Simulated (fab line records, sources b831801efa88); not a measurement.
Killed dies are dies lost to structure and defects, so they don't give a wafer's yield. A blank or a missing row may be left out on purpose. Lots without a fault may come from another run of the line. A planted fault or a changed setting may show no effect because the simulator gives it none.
fab line records | flow sky130
record lots=5 wafers=15 last_day=49
route steps=708 shown LDD_LDN@300 SPACER@304 POLY_CUT@307 PAD_OPEN@708
lots that met no fault: from a run of the same line without faults
start_h: hours from the record's first day to the start of the lot's first wafer shown | wait_h: hours since the lot's step before | " the same as in the row above | L1.1+2: a row that stands for several wafers | - no value, or no start given | * or withheld: withheld | < > ~ a bound
route shown NAME@n: a module of which the file shows steps, and the number in the route of the first | usual: mean/standard deviation of fault-free wafers | same: alike in all rows | chamber/n: place in a boat | sites: the reading at each site | _std_site: their standard deviation | _edge_site: outer sites' mean less inner sites' | radius_mm: how far each site lies from the wafer's centre | mask NAME#n: copy n | behind: the tool/chamber that last shaped the wafer | hold: why the lot was held/for how many hours/how that ended | device: the transistor (n, p or np) that didn't switch | end of line: the same wafers' tests at the end of the route | a step without rows: its recipe alone | killed: dies lost to structure and defects at the first sort, not the wafer's yield | map: a wafer's dies, x killed, . not, _ none there
set.NAME: the setting as run; set.NAME@STEP: as run at that earlier step | model.NAME: the simulator's own value behind a step, which no gauge read
lots at some steps of the route; a table a step, a row a wafer
services: from which hour (start_h, from the record's first day; less than 0 if before it) a tool's chamber was out of use, for how many hours, and why
## steps
# step SKY_LDD_LDN_IMPLANT_11
# recipe species=As energy_kev=15.13 dose_cm2=1.25e+13 tilt_deg=withheld rotation_deg=293
# step SKY_LDD_LDN_STRIP_12
# recipe chemistry=O2/N2 power_w=1400 pressure_mtorr=1500 platen_temp_c=withheld o2_flow_sccm=3000 n2_flow_sccm=300 overash_fraction=0.5
# usual drypump_motor_current_A=5.5/0.41 oes_product_au=0.715/0.0042 strip_time_to_endpoint_s=14.18/0.046
# columns lot.wafer tool chamber start_h wait_h drypump_motor_current_A oes_product_au rf_hours_counter_h strip_time_to_endpoint_s
L422.1 plasma_asher-03 0 533.92 0.1 5.8 0.709 11 14.21
L422.3 " 1 " " 6.0 0.719 - 14.15
L422.6 " 1 " " 6.0 0.719 - 14.18
L424.1 plasma_asher-02 1 546.99 0.1 4.9 0.705 88 14.12
L424.3 " 0 " " 5.0 0.713 - 14.12
L424.6 " 1 " " 4.9 0.722 - 14.12
L435.1 plasma_asher-02 0 666.54 0.1 5.0 0.717 99 14.20
L435.3 " 0 " " 5.1 0.719 - 14.25
L435.4 " 1 " " 4.9 0.711 - 14.18
L437.2 plasma_asher-03 0 671.72 0.1 5.8 0.714 24 14.19
L437.3 " 0 " " 5.8 0.712 - 14.09
L437.6 " 0 " " 5.8 0.719 - 14.16
L441.2 plasma_asher-01 0 688.57 0.1 5.4 0.715 52 14.21
L441.5 " 1 " " 5.8 0.719 - 14.23
L441.6 " 0 " " 5.3 0.714 - 14.21
# step SKY_LDD_LDN_TW_MEAS_13
# usual LDD_LDN_TW=1473/17
# columns lot.wafer tool chamber start_h wait_h LDD_LDN_TW
L422.1 film_metro-02 - 534.02 0.1 1466
L422.3 " - " " 1467
L422.6 " - " " 1472
L424.1 film_metro-03 - 547.09 0.1 1488
L424.3 " - " " 1490
L424.6 " - " " 1496
L435.1 film_metro-03 - 666.64 0.1 1501
L435.3 " - " " 1485
L435.4 " - " " 1490
L437.2 film_metro-02 - 671.83 0.1 1473
L437.3 " - " " 1464
L437.6 " - " " 1471
L441.2 film_metro-02 - 688.68 0.1 1479
L441.5 " - " " 1477
L441.6 " - " " 1473
# step SKY_LDD_LDN_CLEAN_14
# recipe chemistry=SC1/SC2 mix=1:4:20 temp_c=70 time_s=150 dry=n2_spin
# step SKY_SPACER_CVD_00
# recipe material=Si3N4 precursor=DCS/NH3 target_thk_nm=43.1 temp_c=770 time_s=740 pressure_mtorr=250
# step SKY_SPACER_THK_MEAS_01
# recipe reads=Si3N4_of_SPACER_CVD_00
# usual SPACER_CVD_00_THK=43.0/0.49
# columns lot.wafer tool chamber start_h wait_h SPACER_CVD_00_THK[nm]
L422.1 film_metro-02 - 535.34 0.0 43.6
L422.3 " - " " 43.4
L422.6 " - " " 43.6
L424.1 film_metro-01 - 548.47 0.0 42.4
L424.3 " - " " 42.8
L424.6 " - " " 42.4
L435.1 film_metro-01 - 667.96 0.0 43.1
L435.3 " - " " 43.5
L435.4 " - " " 43.5
L437.2 film_metro-01 - 673.15 0.0 42.7
L437.3 " - " " 42.9
L437.6 " - " " 43.0
L441.2 film_metro-03 - 690.00 0.0 43.0
L441.5 " - " " 42.8
L441.6 " - " " 43.2
# step SKY_SPACER_ETCHBACK_02
# recipe chemistry=CH3F/O2 target=Si3N4 stop_on=SiO2 source_w=400 bias_w=80 pressure_mtorr=25 ch3f_flow_sccm=40 O2_flow_sccm=30 time_s=46.7 target_depth_a=450
# usual drypump_motor_current_A=5.8/0.53 oes_product_au=0.854/0.0079 throttle_valve_pct=10.562/0.0082
# columns lot.wafer tool chamber start_h wait_h drypump_motor_current_A oes_product_au rf_hours_counter_h throttle_valve_pct
L422.1 rie_diel-04 1 535.40 0.1 6.4 0.853 2 10.573
L422.3 " 3 " " 4.9 0.868 10 10.562
L422.6 " 1 " " 6.4 0.862 - 10.570
L424.1 rie_diel-02 1 548.53 0.1 5.8 0.845 6 10.561
L424.3 " 0 " " 5.4 0.847 9 10.551
L424.6 " 1 " " 5.8 0.841 - 10.569
L435.1 rie_diel-03 3 668.02 0.1 6.3 0.858 46 10.561
L435.3 " 0 " " 5.8 0.860 4 10.540
L435.4 " 1 " " 5.4 0.859 0 10.574
L437.2 rie_diel-02 2 673.20 0.0 6.3 0.841 46 10.562
L437.3 " 1 " " 5.8 0.856 9 10.555
L437.6 " 3 " " 6.4 0.857 - 10.574
L441.2 rie_diel-03 0 690.05 0.0 5.8 0.869 4 10.561
L441.5 " 2 " " 5.1 0.857 - 10.556
L441.6 " 3 " " 6.3 0.862 - 10.582
# step SKY_POLY_CUT_DEHYDRATE_00
# recipe temp_c=200 time_s=60
# step SKY_POLY_CUT_HMDS_01
# recipe prime_time_s=60 prime_temp_c=120
# step SKY_POLY_CUT_COAT_02
# recipe resist=BARC temp_c=withheld time_s=withheld spin_rpm=3000 resist_thk_nm=60
# step SKY_POLY_CUT_COAT_03
# recipe resist=KrF-thick spin_rpm=3000 resist_thk_nm=450
# step SKY_POLY_CUT_SOFTBAKE_04
# recipe temp_c=100 time_s=90 resist=KrF-thick
# step SKY_POLY_CUT_EXPOSE_05
# recipe mask_id=NPCM na=0.8 source_shape=annular sigma_inner=0.55 sigma_outer=0.85 target_cd_nm=270 dose_mj=32
# usual exposure_dose_mJ_cm2=32.002/0.027
# same sigma_outer=0.85
# columns lot.wafer tool chamber start_h wait_h mask exposure_dose_mJ_cm2
L422.1 krf_scanner-01 0 550.06 - NPCM#0 31.975
L422.3 " 0 " " NPCM#0 31.912
L422.6 " 0 " " NPCM#0 32.011
L424.1 krf_scanner-02 0 563.03 - NPCM#0 31.994
L424.3 " 0 " " NPCM#0 32.051
L424.6 " 0 " " NPCM#0 31.988
L435.1 krf_scanner-01 0 681.26 - NPCM#0 32.216
L435.3 " 0 " " NPCM#0 32.173
L435.4 " 0 " " NPCM#0 32.214
L437.2 krf_scanner-02 0 687.54 - NPCM#0 31.996
L437.3 " 0 " " NPCM#0 32.064
L437.6 " 0 " " NPCM#0 31.986
L441.2 krf_scanner-02 0 704.14 - NPCM#0 32.022
L441.5 " 0 " " NPCM#0 31.999
L441.6 " 0 " " NPCM#0 31.963
# step SKY_POLY_CUT_PEB_06
# recipe peb_temp_c=withheld peb_time_s=withheld resist=KrF-thick
# step SKY_PAD_OPEN_PROBE_99
# usual killed_at_M0_to_M3=43/6.5 killed_at_M4_up=3.1/1.8 killed_at_contacts=24/4.8 killed_at_front_end=15/4.7 killed_at_other=0.3/0.58 killed_dies=86/8.6 killed_open=47/6.7 killed_short=39/6.1
# same gross_dies=492 killed_at_back_side=0
# columns lot.wafer tool chamber start_h wait_h killed_at_M0_to_M3 killed_at_M4_up killed_at_contacts killed_at_front_end killed_at_other killed_dies killed_open killed_short
L422.1 prober-01 - 1075.70 0.1 50 0 27 21 1 99 46 53
L422.3 prober-01 - 1075.80 0.2 36 3 28 17 0 84 42 42
L422.6 prober-01 - 1075.95 0.2 42 2 25 19 2 90 47 43
L424.1 prober-02 - 1085.89 0.1 51 4 23 11 0 89 54 35
L424.3 prober-02 - 1085.99 0.2 49 2 19 19 0 89 51 38
L424.6 prober-02 - 1086.14 0.2 41 3 27 25 0 96 50 46
L437.2 prober-02 - 1173.92 0.1 37 3 23 14 1 78 46 32
L437.3 prober-02 - 1173.97 0.2 42 3 25 21 0 91 45 46
L437.6 prober-02 - 1174.12 0.2 50 3 31 16 0 100 57 43
# killed by level:class
L422.1 FIELD_ISO:geometric_particle:short=8 CONTACT:geometric_particle:open=8 VIA2:geometric_particle:open=8 METAL2:geometric_particle:short=7 VIA1:geometric_particle:open=7 VIA3:geometric_particle:short=7 LI_CONTACT:geometric_particle:short=6 LI_CONTACT:geometric_particle:open=6
L422.3 CONTACT:geometric_particle:open=10 POLY_GATE:geometric_particle:short=8 VIA1:geometric_particle:open=8 LI_CONTACT:geometric_particle:open=7 LI_CONTACT:geometric_particle:short=5 VIA3:geometric_particle:open=5 METAL2:geometric_particle:open=4 VIA1:geometric_particle:short=4
L422.6 CONTACT:geometric_particle:open=9 VIA1:geometric_particle:short=8 METAL2:geometric_particle:short=8 VIA3:geometric_particle:open=8 VIA1:geometric_particle:open=7 LI_CONTACT:geometric_particle:open=6 FIELD_ISO:geometric_particle:open=5 LOCAL_INTERCONNECT:geometric_particle:short=5
L424.1 VIA1:geometric_particle:open=17 CONTACT:geometric_particle:open=10 VIA3:geometric_particle:open=7 VIA2:geometric_particle:open=5 LI_CONTACT:geometric_particle:open=5 METAL1:geometric_particle:short=5 FIELD_ISO:geometric_particle:short=4 METAL2:geometric_particle:short=4
L424.3 VIA1:geometric_particle:open=13 LI_CONTACT:geometric_particle:open=10 VIA2:geometric_particle:open=7 VIA3:geometric_particle:open=6 FIELD_ISO:geometric_particle:short=5 POLY_GATE:geometric_particle:short=5 METAL1:geometric_particle:short=5 VIA1:geometric_particle:short=5
L424.6 POLY_GATE:geometric_particle:short=12 LI_CONTACT:geometric_particle:open=9 CONTACT:geometric_particle:open=9 VIA1:geometric_particle:open=9 VIA1:geometric_particle:short=7 METAL1:geometric_particle:short=6 POLY_GATE:geometric_particle:open=5 CONTACT:geometric_particle:short=5
L437.2 CONTACT:geometric_particle:open=10 VIA3:geometric_particle:open=7 LI_CONTACT:geometric_particle:open=6 METAL1:geometric_particle:short=6 VIA1:geometric_particle:short=6 FIELD_ISO:geometric_particle:open=5 VIA1:geometric_particle:open=5 VIA2:geometric_particle:open=5
L437.3 VIA3:geometric_particle:open=9 FIELD_ISO:geometric_particle:short=8 LI_CONTACT:geometric_particle:open=8 VIA2:geometric_particle:open=8 METAL1:geometric_particle:short=7 CONTACT:geometric_particle:open=6 CONTACT:geometric_particle:short=6 VIA1:geometric_particle:open=6
L437.6 VIA1:geometric_particle:open=13 CONTACT:geometric_particle:open=11 VIA2:geometric_particle:open=11 LI_CONTACT:geometric_particle:open=8 METAL3:geometric_particle:short=7 POLY_GATE:geometric_particle:open=5 LI_CONTACT:geometric_particle:short=5 CONTACT:geometric_particle:short=5
## services
# columns tool chamber start_h hours kind
krf_scanner-02 - 511.29 2.0 repair
rie_diel-04 2 524.26 7.0 repair
krf_scanner-01 - 528.96 0.3 repair
rie_diel-03 0 536.05 48.8 repair
rie_diel-04 1 539.61 3.2 repair
rie_diel-04 0 548.08 6.6 repair
rie_diel-02 0 549.57 5.3 repair
krf_scanner-01 - 551.60 0.8 repair
krf_scanner-02 - 575.56 0.8 pm
krf_scanner-01 - 582.55 0.8 pm
krf_scanner-02 - 593.32 1.0 pm
krf_scanner-02 - 605.79 1.3 pm
rie_diel-02 2 608.21 9.2 repair
rie_diel-03 0 608.50 5.8 repair
plasma_asher-02 - 610.52 5.1 repair
krf_scanner-01 - 612.30 1.0 pm
rie_diel-02 0 628.06 16.6 repair
plasma_asher-03 - 638.66 2.8 pm
plasma_asher-02 - 639.31 1.4 repair
krf_scanner-02 - 641.94 0.4 repair
krf_scanner-01 - 643.86 1.3 pm
krf_scanner-01 - 672.89 4.4 pm
rie_diel-03 - 691.06 0.8 repair
krf_scanner-01 - 693.40 0.9 repair
## key
first_sign step=SKY_POLY_CUT_EXPOSE_05 reading=exposure_dose_mJ_cm2 direction=up sigmas=7.3 usual=* struck=*
effect none on later readings
met_at SKY_POLY_CUT_EXPOSE_05
struck_wafers L435.1,L435.3,L435.4
tester_left_out L435
loop_trim step=SKY_POLY_CUT_EXPOSE_05 setting=dose lots=L435
onset_between 550.06 681.26
fault kind=process_parameter_drift tool=krf_scanner-01 chamber=- onset_h=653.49 steps=SKY_POLY_CUT_EXPOSE_05 channel=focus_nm offset=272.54 spread_by_wafer=0.3 shape=step end_h=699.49
# tester_left_out: of these lots the tester's yield and bins aren't shown, on N5 and GAA mostly nor the transistor test; their killed dies are dies lost to structure and defects alone, not to doping, threshold or leakage, so they don't give the yield
# loop_trim: a control loop set the setting to another value than it would have without faults
